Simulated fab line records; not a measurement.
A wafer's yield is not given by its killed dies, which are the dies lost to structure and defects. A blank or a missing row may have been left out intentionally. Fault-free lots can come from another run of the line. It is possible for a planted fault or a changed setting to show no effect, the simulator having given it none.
A lot that was struck, set against a sound lot	flow sky130	15 steps out of a route of 708
Sound: wafers L953.1, L953.4, L953.6. Struck: wafers L942.1, L942.5, L942.6. The cause comes at the end.
Each step with rows lists, per side, the tool, then ch with its chambers, then its first start. Under that, the readings that differ: sound wafers	struck wafers	difference of the means	sigmas: that difference in standard deviations of wafers without a fault.
alike: readings whose means differ by less than 2 such deviations, and words and numbers that are the same on both sides. not compared: withheld readings, readings that some wafer has no value for, bounds like >300 that may hide the same value, and numbers for which the record gives no deviation and whose values overlap.
A row with sigmas, a row that says differs or no value, or rows on one side alone: a step with any of these is where the two part. Non-overlapping numbers with no deviation appear without sigmas and do not part them. A reading that every wafer of one side lacks parts them only if that side has two wafers or more.

first, 3 steps without rows for these wafers: SKY_SONOS_ONO_WET_ETCH_18 (etches Si3N4 in H3PO4, target depth 15 nm, time 172 s); SKY_GATE_OXIDE_CLEAN_00 (cleans in SC1/SC2, time 150 s); SKY_GATE_OXIDE_OXIDATION_01 (stabilise 600 s, purge 300 s, target thk 10.268 nm).
SKY_GATE_OXIDE_THK_MEAS_02:
  sound on film metro-03 at day 17 18:04; struck on film metro-02 at day 13 06:12
  alike: GATE_OXIDE_OXIDATION_00_THK
then, 7 steps without rows for these wafers: SKY_GATE_OXIDE_DEHYDRATE_03 (time 60 s); SKY_GATE_OXIDE_HMDS_04 (prime time 60 s); SKY_GATE_OXIDE_COAT_05 (resist thk 1140 nm); SKY_GATE_OXIDE_SOFTBAKE_06 (time 60 s); SKY_GATE_OXIDE_EXPOSE_07 (exposes mask LVOM, target cd 600 nm); SKY_GATE_OXIDE_PEB_08; SKY_GATE_OXIDE_DEVELOP_09 (develop time 60 s).
SKY_GATE_OXIDE_OVL_MEAS_10:
  sound on overlay-02 at day 18 23:13; struck on overlay-01 at day 14 07:28
  alike: GATE_OXIDE_OVL
SKY_GATE_OXIDE_IMPLANT_11:
  sound on implanter-03 ch 0, day 18 23:15; struck on implanter-04 ch 0, day 14 07:30
reading	sound	struck	difference	sigmas
beam energy keV	10.003 10.003 10.006	8.474 8.472 8.470	-1.532	-99 or more
model.implant.rp nm (nm)	32.81 32.81 32.81	28.01 28.01 28.01	-4.80	
model.implant.drp nm (nm)	17.11 17.11 17.11	15.24 15.24 15.24	-1.87	
  alike: dose ions cm2
then, 1 step without rows for these wafers: SKY_GATE_OXIDE_WET_ETCH_12 (etches SiO2 in dHF, target depth 16.8 nm, time 336 s).
-- the record jumps here: 32 days lie between the struck wafers' starts before and after (it left off in module GATE_OXIDE and takes up again in module PAD_OPEN, whose first step shown is number 708 of the route) --
SKY_PAD_OPEN_PROBE_99:
  sound on prober-02 at day 49 02:43; struck on prober-02 at day 46 02:17
reading	sound	struck	difference	sigmas
model.etest.pfet_01v8_lvt.drive ua um	173.5 173.2 174.5	170.5 168 170.4	-4.1	
model.etest.pfet_01v8_lvt.off log10 a um	-8.861 -8.887 -8.962	-9.88 -10.03 -9.717	-0.97	
model.etest.pfet_01v8_lvt.vt sat v (V)	-0.4373 -0.4435 -0.4393	-0.4904 -0.4892 -0.493	-0.0508	
model.etest.pfet_01v8_lvt.vt v (V)	-0.5253 -0.5304 -0.5254	-0.5689 -0.5702 -0.574	-0.0440	
model.etest.pfet_01v8_lvt.vt long v (V)	-0.6441 -0.6481 -0.6468	-0.6801 -0.6828 -0.6842	-0.0360	
model.etest.nfet_01v8_lvt.vt long v (V)	0.4383 0.4352 0.4412	0.4532 0.4506 0.4478	+0.0123	
model.etest.pfet_01v8_lvt.body rise v (V)	-0.2049 -0.2041 -0.2016	-0.1975 -0.1969 -0.1951	+0.0070	
model.etest.pfet_01v8.body rise v (V)	-0.1879 -0.1873 -0.1873	-0.1935 -0.193 -0.193	-0.0057	
  alike: killed_at_M0_to_M3, killed_at_M4_up, killed at contacts, killed at front end, killed at other, killed dies, killed open, killed short

## WHERE THEY PART
Only at SKY_GATE_OXIDE_IMPLANT_11, as far as this record shows. Later steps at which nothing parts them and some readings are alike: SKY_PAD_OPEN_PROBE_99.

WHY: what the simulator had put in
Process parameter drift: implanter-04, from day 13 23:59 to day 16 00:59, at SKY_GATE_OXIDE_IMPLANT_11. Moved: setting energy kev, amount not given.
